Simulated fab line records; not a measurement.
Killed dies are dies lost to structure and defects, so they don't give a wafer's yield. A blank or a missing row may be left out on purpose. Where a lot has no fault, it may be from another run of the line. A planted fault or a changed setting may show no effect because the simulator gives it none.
A lot that was struck, set against a sound lot -- flow sky130 -- 16 out of 708 route steps
Sound: wafers L621.1, L621.2, L621.5. Wafers L620.1, L620.2, L620.4 were the ones struck. The cause is given at the end.
At each step with rows: each side's tool, then ch and its chambers, then its first start. Under that, the readings that differ: sound wafers -- struck wafers -- difference of the means -- sigmas: that difference in standard deviations of wafers without a fault.
alike: a reading whose means differ by less than 2 such deviations, as well as words and numbers matching on both sides. not compared: withheld readings; readings where some wafer has no value; bounds like >300 that might hide an equal value; numbers whose values overlap and for which the record gives no deviation.
The two part at a step that has a row with sigmas, a row that says differs or no value, or rows on one side only. Non-overlapping numbers with no deviation appear without sigmas and do not part them. Lack of a reading on every wafer of one side parts them only where that side has two or more wafers.

SKY_NWELL_RS_MEAS_29: a four-point-probe measurement.
  sound on film-metro-01 at day 7 07:21; struck on film-metro-02 at day 6 23:42
  alike: NWELL_RS
SKY_NWELL_RS_MEAS_31: a four-point-probe measurement.
  sound on film-metro-01 at day 7 07:35; struck on film-metro-02 at day 6 23:56
  alike: PWDE_RS
then, 7 steps without rows for these wafers: SKY_VT_ADJUST_HVTP_DEHYDRATE_00 (time 60 s); SKY_VT_ADJUST_HVTP_HMDS_01 (prime time 60 s); SKY_VT_ADJUST_HVTP_COAT_02 (resist thk 1140 nm); SKY_VT_ADJUST_HVTP_SOFTBAKE_03 (time 60 s); SKY_VT_ADJUST_HVTP_EXPOSE_04 (exposes mask HVTPM, target cd 380 nm); SKY_VT_ADJUST_HVTP_PEB_05; SKY_VT_ADJUST_HVTP_DEVELOP_06 (develop time 60 s).
SKY_VT_ADJUST_HVTP_CD_MEAS_07 targets a cd of 380 nm.
  sound on cd-sem-02 at day 8 03:19; struck on cd-sem-02 at day 7 19:28
reading,sound,struck,difference,sigmas
cd-nm (nm),383 382 383,373 374 375,-9,-3
SKY_VT_ADJUST_HVTP_OVL_MEAS_08:
  sound on overlay-02 at day 8 03:26; struck on overlay-02 at day 7 19:35
  alike: VT_ADJUST_HVTP_OVL
SKY_VT_ADJUST_HVTP_IMPLANT_09:
  sound on implanter-04 ch 0, day 8 03:29; struck on implanter-03 ch 0, day 7 19:56
SKY_VT_ADJUST_HVTP_STRIP_10: strips in O2/N2.
  sound on plasma-asher-04 ch 0,1, day 8 03:38; struck on plasma-asher-02 ch 0,1, day 7 20:05
  alike: drypump-motor-current-A, n2-flow-sccm, o2-flow-sccm, oes-product-au, strip-time-to-endpoint-s
  not compared: rf-hours-counter-h
SKY_VT_ADJUST_HVTP_TW_MEAS_11:
  sound on film-metro-01 at day 8 03:44; struck on film-metro-03 at day 7 20:11
reading,sound,struck,difference,sigmas
VT_ADJUST_HVTP_TW,1347 1353 1349,1686 1687 1693,+339,+35
then, 1 step without rows for these wafers: SKY_VT_ADJUST_LVTN_DEHYDRATE_00 (time 60 s).
-- record jumps: 40 days separate the struck wafers' starts on either side; left off in module VT_ADJUST_LVTN, taken up again in module PAD_OPEN, whose first shown step is the route's number 708 --
SKY_PAD_OPEN_PROBE_99:
  sound on prober-01 at day 48 16:19; struck on prober-02 at day 48 02:01
reading,sound,struck,difference,sigmas
killed-dies,60 69 88,104 98 76,+20,+2
killed-open,24 36 52,59 56 46,+16,+2
model.etest.tip-p.rs-ohm-sq,6808 6865 6830,9149 9156 9118,+2307,
model.etest.pfet_01v8.r-on-ohm-um,2960 2899 2916,3896 3854 3931,+969,
model.etest.pfet_01v8.drive-ua-um,188.7 189.8 187.9,113.9 115.1 112.9,-74.8,
model.etest.pfet_01v8_mvt.drive-ua-um,148.1 150 151.9,83.01 83.29 82.76,-66.98,
model.etest.pfet_01v8_hvt.drive-ua-um,139.8 141.6 141,87.9 90.21 88.86,-51.8,
model.etest.sram-pfet-latch.drive-ua-um,139.8 139.6 142.3,85.05 87.07 89.08,-53.50,
model.etest.ring_1v8.delay-ps,21.34 21.58 21.93,30.33 29.81 30.57,+8.62,
  alike: killed_at_M0_to_M3, killed_at_M4_up, killed-at-contacts, killed-at-front-end, killed-at-other, killed-on-rim, killed-short
  not compared: model.etest.tip-p.rs-ohm-sq-range

== WHERE THEY PART ==
First at SKY_VT_ADJUST_HVTP_CD_MEAS_07; last, within this record, at SKY_PAD_OPEN_PROBE_99.

WHY: the cause the simulator had injected
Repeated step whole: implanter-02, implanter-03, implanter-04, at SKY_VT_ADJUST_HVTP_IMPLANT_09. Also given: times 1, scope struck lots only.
